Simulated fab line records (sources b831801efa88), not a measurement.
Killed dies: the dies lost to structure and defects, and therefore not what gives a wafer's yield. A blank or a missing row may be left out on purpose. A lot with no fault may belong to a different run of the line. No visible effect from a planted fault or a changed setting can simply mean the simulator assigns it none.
Code-filled problem report in 8D (eight disciplines) form	flow sky130	the parts of the form that need people (team, actions taken, sign-off) are left out

1. THE PROBLEM
At SKY_LI_CONTACT_DEVELOP_11, developerTempC averages 23.20 C over 6 wafers from 2 lots, while fault-free wafers read 21.01 C, standard deviation 0.1. Measured from the usual mean, that is +22 standard deviations.
The step: develop time 60.92 s.
The first sign was on wafer L975.1 at day 34 04:00, on lithoTrack-03. At this step, 18 wafers from 6 lots have a number in the record. The rule behind "out" and "out of limits": a value lying over 4 standard deviations away from the usual mean. The rest of the wafers with a number are treated as sound.

2. WHAT THIS IS AND IS NOT
question	is	is not
which readings at this step	developerTempC	-
which lots	L975, L978	L961, L971, L974, L977
which wafers of those lots	all that have a number	-
read on which tools	lithoTrack-03	lithoTrack-02, lithoTrack-04
when	from day 34 04:00	up to then (9 sound wafers); but 3 sound wafers of L977 came after

3. WHAT RULES OUT EACH SUSPECT
Counting: a tool at a process step up to the reading stays a suspect if it ran every lot that is out and no sound lot after the first of them.
- lithoTrack-03 at SKY_LI_CONTACT_DEVELOP_11 (develop time 60.92 s): kept. Every lot that is out went through it, starting with L975 (day 34 04:00), and after that it ran no sound lot; the last sound lot it ran before then is L971 (day 33 00:00). Out on those wafers are its own readings of developerTempC.
The count leaves lithoTrack-03 at SKY_LI_CONTACT_DEVELOP_11.

4. THE CAUSE (what the simulator had put in)
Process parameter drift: lithoTrack-03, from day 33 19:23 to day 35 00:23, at SKY_LI_CONTACT_DEVELOP_11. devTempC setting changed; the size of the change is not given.
After counting, this tool was the only one left.

5. THE CHAIN OF EFFECTS, in route order
Each row: a reading whose mean over the struck wafers that have a number lies more than 3 standard deviations from the usual. Only readings for which the record gives a usual standard deviation are gone through. hours: the time from each lot's start at the first step in this table that gives one to its start at this step, as a median over the lots. sigmas: the change in usual standard deviations.
hours	step	reading	usual	on struck wafers	change	sigmas
0	SKY_LI_CONTACT_DEVELOP_11	developerTempC	21.01 C	23.20	+2.19	+22
Here are the process steps it includes:
- SKY_LI_CONTACT_DEVELOP_11: develop time 60.92 s.
Later steps that measure or inspect, where all struck wafers having a row at the step show a number for every such reading and not one has moved that far: SKY_LI_CONTACT_CD_MEAS_12.

6. WHAT WOULD HAVE CAUGHT IT SOONER
First out-of-limits reading in this record: day 34 04:00, which is 9 hours after fault onset at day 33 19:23.
